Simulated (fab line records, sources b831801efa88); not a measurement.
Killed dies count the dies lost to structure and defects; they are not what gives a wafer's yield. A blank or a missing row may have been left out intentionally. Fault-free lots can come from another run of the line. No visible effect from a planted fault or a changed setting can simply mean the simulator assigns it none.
Chamber matching || flow sky130 || cmp-02 running SKY_VIA3_CMP_02: 4 sister chambers
The step polishes SiO2. 4 wafers are shown with their chamber, then 12 later ones without.

== EACH WAFER AND ITS CHAMBER ==
{"wafer": "L083.3", "chamber": 3, "motorCurrentA (A)": 11.1}
{"wafer": "L088.5", "chamber": 0, "motorCurrentA (A)": 9.4}
{"wafer": "L090.4", "chamber": 2, "motorCurrentA (A)": 13.1}
{"wafer": "L090.5", "chamber": 1, "motorCurrentA (A)": 11.8}

== WAFERS MISSING THEIR CHAMBER ==
{"wafer": "L093.1", "motorCurrentA (A)": 11.5}
{"wafer": "L093.2", "motorCurrentA (A)": 13.6}
{"wafer": "L093.6", "motorCurrentA (A)": 9.4}
{"wafer": "L095.1", "motorCurrentA (A)": 12.2}
{"wafer": "L095.4", "motorCurrentA (A)": 12.2}
{"wafer": "L095.6", "motorCurrentA (A)": 11.4}
{"wafer": "L096.1", "motorCurrentA (A)": 11.5}
{"wafer": "L096.2", "motorCurrentA (A)": 9.2}
{"wafer": "L096.3", "motorCurrentA (A)": 14.4}
{"wafer": "L097.2", "motorCurrentA (A)": 13.6}
{"wafer": "L097.5", "motorCurrentA (A)": 13.5}
{"wafer": "L097.6", "motorCurrentA (A)": 11.5}

== EACH ONE'S CHAMBER ==
{"wafer": "L093.1", "from the rows above": "can't be placed: 1 or 3", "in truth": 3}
{"wafer": "L093.2", "from the rows above": 2, "in truth": 2}
{"wafer": "L093.6", "from the rows above": 0, "in truth": 0}
{"wafer": "L095.1", "from the rows above": "can't be placed: 1 or 2 or 3", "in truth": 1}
{"wafer": "L095.4", "from the rows above": "can't be placed: 1 or 2 or 3", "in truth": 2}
{"wafer": "L095.6", "from the rows above": "can't be placed: 3 or 1", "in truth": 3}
{"wafer": "L096.1", "from the rows above": "can't be placed: 1 or 3", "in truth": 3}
{"wafer": "L096.2", "from the rows above": 0, "in truth": 0}
{"wafer": "L096.3", "from the rows above": 2, "in truth": 2}
{"wafer": "L097.2", "from the rows above": 2, "in truth": 2}
{"wafer": "L097.5", "from the rows above": 2, "in truth": 2}
{"wafer": "L097.6", "from the rows above": "can't be placed: 1 or 3", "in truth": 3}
6 of 12 placed correctly. Can't be placed from these rows: 6 (the true chamber is among the candidates in 6). Number placed wrongly: 0.
How it was worked out, from the rows above alone: a wafer's distance from a chamber is the root of the sum, over the readings, of the square of ((its reading less the chamber's mean) divided by the reading's scatter). If the next closest chamber is less than 2 further off than the closest, the wafer can't be placed; otherwise it belongs to the closest. The mean given for a chamber averages the wafers shown for that chamber. The scatter: root of mean squared gap, hidden wafer to nearest shown wafer, with one shown wafer a chamber.
